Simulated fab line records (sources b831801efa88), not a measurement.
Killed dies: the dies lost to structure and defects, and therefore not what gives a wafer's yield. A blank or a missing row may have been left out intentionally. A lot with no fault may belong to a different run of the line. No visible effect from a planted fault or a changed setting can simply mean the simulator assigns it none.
Which tool is to blame? ; flow sky130 ; Sampling: 6 lots, 18 wafers, 4 of 708 route steps

== WHAT EACH GAUGE READ, for each wafer ==
SKY_LDD_P_CD_MEAS_07: the cd target is 380 nm.
lot;measured;on;cd-nm (nm)
L493;day 20 02:08;cd-sem-02;382.2 383.2 381.4
L495;day 20 20:04;cd-sem-02;371.3 373.6 368.6
L503;day 23 21:44;cd-sem-02;378.3 377.2 379.6
L507;day 25 04:25;cd-sem-02;383.9 384.6 384.6
L510;day 26 04:32;cd-sem-01;381.5 378.7 379.3
L513;day 27 04:46;cd-sem-02;379.4 379.4 377.4

== TOOL THAT RAN EACH LOT (tool first, then ch and the chambers of the sampled wafers, then the start) ==
lot;SKY_VT_ADJUST_NCORE_STRIP_10;SKY_VT_ADJUST_PCH_STRIP_09;SKY_LDD_P_EXPOSE_04
L493;plasma-asher-02 ch 0,1, day 9 11:40;plasma-asher-02 ch 0,1, day 11 07:50;iline-stepper-02 ch 0, day 19 10:12
L495;plasma-asher-02 ch 0,1, day 10 01:43;plasma-asher-01 ch 0,1, day 11 23:55;iline-stepper-01 ch 0, day 20 05:12
L503;plasma-asher-02 ch 0, day 12 09:58;plasma-asher-01 ch 0,1, day 14 12:25;iline-stepper-01 ch 0, day 23 07:46
L507;plasma-asher-02 ch 0,1, day 13 13:07;plasma-asher-02 ch 0,1, day 15 17:14;iline-stepper-01 ch 0, day 24 14:30
L510;plasma-asher-03 ch 0,1, day 14 12:26;plasma-asher-04 ch 0,1, day 16 18:33;iline-stepper-02 ch 0, day 25 15:23
L513;plasma-asher-03 ch 0,1, day 15 10:28;plasma-asher-01 ch 0, day 17 19:18;iline-stepper-02 ch 0, day 26 14:44
- SKY_VT_ADJUST_NCORE_STRIP_10: strips in O2/N2.
- SKY_VT_ADJUST_PCH_STRIP_09: strips in O2/N2.
- SKY_LDD_P_EXPOSE_04: exposes mask PSDM, target cd 380 nm.

== THE ANSWER, worked out from the rows above alone ==
Rule: usual is defined by the lots themselves. Put in order of their means at a reading, lots are off if they are a third of the lots or fewer, leave a main group of 4 or more, and stand apart from it by a gap of 3 or more times the standard deviation of the main group's means; of several such gaps the widest counts. A main group whose means are all the same, to the digits that the tables above print for the reading, isn't used. A lot without any number at a reading at which 4 lots or more have one is off too. All remaining lots with rows at the step are treated as sound.
Off: L495 (SKY_LDD_P_CD_MEAS_07, cd-nm). For the main group the mean is 380.7 nm and the standard deviation 2.3.
A tool fits if, at a process step before that reading, it ran every lot that is off, and no sound lot after the first of them. The gauges at SKY_LDD_P_CD_MEAS_07 are tried like those tools. None of those tried fits.

== WHAT HAD BEEN PUT IN BY THE SIMULATOR ==
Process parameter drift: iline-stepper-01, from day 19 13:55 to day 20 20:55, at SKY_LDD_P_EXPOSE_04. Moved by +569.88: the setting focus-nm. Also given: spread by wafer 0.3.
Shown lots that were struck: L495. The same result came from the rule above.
